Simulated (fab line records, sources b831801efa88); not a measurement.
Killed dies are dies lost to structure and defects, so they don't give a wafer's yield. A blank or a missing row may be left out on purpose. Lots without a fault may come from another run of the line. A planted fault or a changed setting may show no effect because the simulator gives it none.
One fault seen from 2 desks | flow sky130 | each desk has only its own numbers; what lay behind them comes last

THE METROLOGY DESK
What the gauges read, lot by lot, whatever tool the lot ran on: means of the sampled wafers that have a number. A lot is out of limits, marked OUT, if its mean lies more than 4 standard deviations from the usual mean; the brackets give that distance.
Columns: A = cd_nm at SKY_SD_P_CD_MEAS_07, usual 380.1 nm; B = SD_P_OVL at SKY_SD_P_OVL_MEAS_08, usual -0.2 nm; C = cd_nm at SKY_SD_N_CD_MEAS_07, usual 381.1 nm
lot  | first seen here | A                | B    | C
L616 | day 25 20:39    | 376.2            | 0.3  | 380.9
L617 | day 26 14:29    | 378.9            | 0.7  | 380.5
L618 | day 26 20:30    | 377.9            | -0.8 | 380.0
L619 | day 27 03:13    | 380.7            | 0.0  | 380.8
L621 | day 27 23:35    | 379.4            | -1.7 | 382.9
L625 | day 29 07:35    | 353.9 (-8.7) OUT | -0.5 | 383.0
L626 | day 29 16:35    | 373.7            | -2.1 | 381.3
L630 | day 30 21:38    | 384.0            | 0.6  | 380.4
L633 | day 32 02:40    | 377.9            | -1.2 | 380.6
L634 | day 32 08:28    | 382.7            | -0.4 | 382.0
L635 | day 32 17:19    | 374.7            | -0.5 | 382.2
L636 | day 33 02:48    | 383.5            | -1.0 | 381.0
L637 | day 33 06:26    | 380.8            | 2.7  | 381.8
This desk's finding: out of limits on L625; first on L625, day 29 07:35 (cd_nm at SKY_SD_P_CD_MEAS_07). In limits: L616, L617, L618, L619, L621, L626, L630, L633, L634, L635, L636, L637.

THE TOOL OWNER'S DESK: iline_stepper-02
The tool's own readings at SKY_SD_P_EXPOSE_04 (exposes mask PSDM, target cd 380 nm): means of the sampled wafers that have a number, for each lot that ran on this tool. A lot is out of limits, marked OUT, if its mean lies more than 4 standard deviations from the usual mean; the brackets give that distance.
Columns: A = stage_vel_mm_s at SKY_SD_P_EXPOSE_04, usual 500.04 mm/s
lot  | first seen here | A
L619 | day 26 12:32    | 499.88
L621 | day 27 08:46    | 500.01
L625 | day 28 17:28    | 499.88
L626 | day 29 03:08    | 500.12
This desk's finding: nothing out of limits on any of the 4 lots.

PUT TOGETHER
The metrology desk could have raised an alarm at day 29 07:35, on L625.
The tool owner's desk saw nothing out of limits.
The tool owner's desk has L625 on record, within its limits.
Of the lots named, all ran SKY_SD_P_EXPOSE_04 on iline_stepper-02.

WHAT THE SIMULATOR HAD PUT IN
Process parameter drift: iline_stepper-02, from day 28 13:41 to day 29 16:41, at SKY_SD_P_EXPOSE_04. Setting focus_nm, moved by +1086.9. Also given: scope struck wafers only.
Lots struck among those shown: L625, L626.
Hours from the fault's start to each desk's first reading out of limits: the metrology desk, 18.
